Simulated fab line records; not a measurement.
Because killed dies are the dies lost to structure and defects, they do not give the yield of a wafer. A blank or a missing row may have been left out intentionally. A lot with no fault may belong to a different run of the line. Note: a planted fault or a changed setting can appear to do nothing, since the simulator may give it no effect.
8D (eight disciplines) problem report, filled in by code + flow gf180mcu + the parts of the form that need people (team, actions taken, sign-off) are left out

== 1. THE ISSUE ==
Across 4 wafers from 2 lots, CONTACT_CVD_00_THK at GF_CONTACT_THK_MEAS_01 averages 255.4 nm, while fault-free wafers read 300.4 nm with a standard deviation of 3. Measured from the usual mean, that is -15 standard deviations.
First observed at day 18 15:14: wafer L860.1, on film-metro-04. Wafers with a number at this step in the record: 18, from 6 lots. Rule for "out", or "out of limits": more than 4 standard deviations from the usual mean. Any other wafer with a number is counted as sound.

== 2. WHAT IT IS, AND WHAT IT ISN'T ==
| question                    | is                             | is not                                                                         |
|-----------------------------|--------------------------------|--------------------------------------------------------------------------------|
| which readings at this step | CONTACT_CVD_00_THK             | -                                                                              |
| which lots                  | L860, L863                     | L855, L857, L862, L871                                                         |
| which wafers of those lots  | L860.1, L860.6, L863.2, L863.5 | L860.2, L863.1                                                                 |
| read on which gauges        | film-metro-04                  | film-metro-01                                                                  |
| when                        | from day 18 15:14              | up to then (7 sound wafers); but 7 sound wafers of L862, L863, L871 came after |

== 3. SUSPECTS, AND WHAT RULES EACH OUT ==
Counting: a tool at a process step up to the reading stays a suspect if it ran every lot that is out. Sound lots after the first of them don't rule it out here, since some wafers of a struck lot are sound.
- ruled out: the gauge at GF_CONTACT_THK_MEAS_01. All the wafers that are out were read on film-metro-04, but those of them that GF_CONTACT_CVD_00 has rows for are out there too, on other tools.
- hdpcvd-01 at GF_CONTACT_CVD_00 (deposits SiO2, target thk 300 nm, time 50 s): kept. It processed each lot that is out (first: L860, day 18 15:11); up to then, its last sound lot is L857 (day 17 09:03). Its own sih4-flow-sccm readings are out on those wafers.
- At GF_CONTACT_CVD_00 on hdpcvd-01, chamber 2 took the sound wafers of the same lots and chamber 1 took the wafers that are out.
Remaining after the count: hdpcvd-01 at GF_CONTACT_CVD_00.

== 4. THE CAUSE (what the simulator had put in) ==
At GF_CONTACT_CVD_00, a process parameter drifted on hdpcvd-01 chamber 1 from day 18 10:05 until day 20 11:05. A move of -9 in setting sih4-flow-sccm, from 60. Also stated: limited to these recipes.
Counting left only this tool.

== 5. THE EFFECT CHAIN, in route order ==
Each row: a reading where the mean over the struck wafers with a number is more than 3 standard deviations away from the usual. Scope: only readings with a usual standard deviation given in the record; hours: median across lots of the time from each lot's start at the first step in this table that gives one to its start at this step; sigmas: change in usual standard deviations.
| hours | step                   | reading            | usual      | on struck wafers | change | sigmas |
|-------|------------------------|--------------------|------------|------------------|--------|--------|
| 0     | GF_CONTACT_CVD_00      | sih4-flow-sccm     | 59.97 sccm | 50.92            | -9.05  | -57    |
| 0     | GF_CONTACT_THK_MEAS_01 | CONTACT_CVD_00_THK | 300.4 nm   | 255.4            | -45.0  | -15    |
| -     | GF_CONTACT_ETCH_17     | oes-product-au     | 0.814 a.u. | 0.790            | -0.024 | -4.8   |
Process steps it contains:
- GF_CONTACT_CVD_00: deposits SiO2, target thk 300 nm, time 50 s.
- GF_CONTACT_ETCH_17: etches SiO2 in C4F8/O2/Ar, stops on CoSi2, target depth 860 nm.
At these later measuring or inspecting steps, every struck wafer for which the step has a row has a number for every such reading, and none has moved that far: GF_CONTACT_THK_MEAS_03, GF_CONTACT_BOW_MEAS_05, GF_CONTACT_CD_MEAS_14, GF_CONTACT_OVL_MEAS_15.

== 6. WHAT WOULD HAVE CAUGHT IT SOONER ==
5 hours passed between the start of the fault at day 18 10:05 and the first reading out of limits at a measuring or inspecting step in this record, taken at day 18 15:14.
At GF_CONTACT_CVD_00, the tool's own readings (sih4-flow-sccm) were out on each struck wafer the step has a row for, so an alarm limit on them would have fired on the first such wafer.
Of the lots that are out (2), L863 began GF_CONTACT_CVD_00 on hdpcvd-01 after day 18 15:14. Had the tool been put on hold then, it would have been spared.
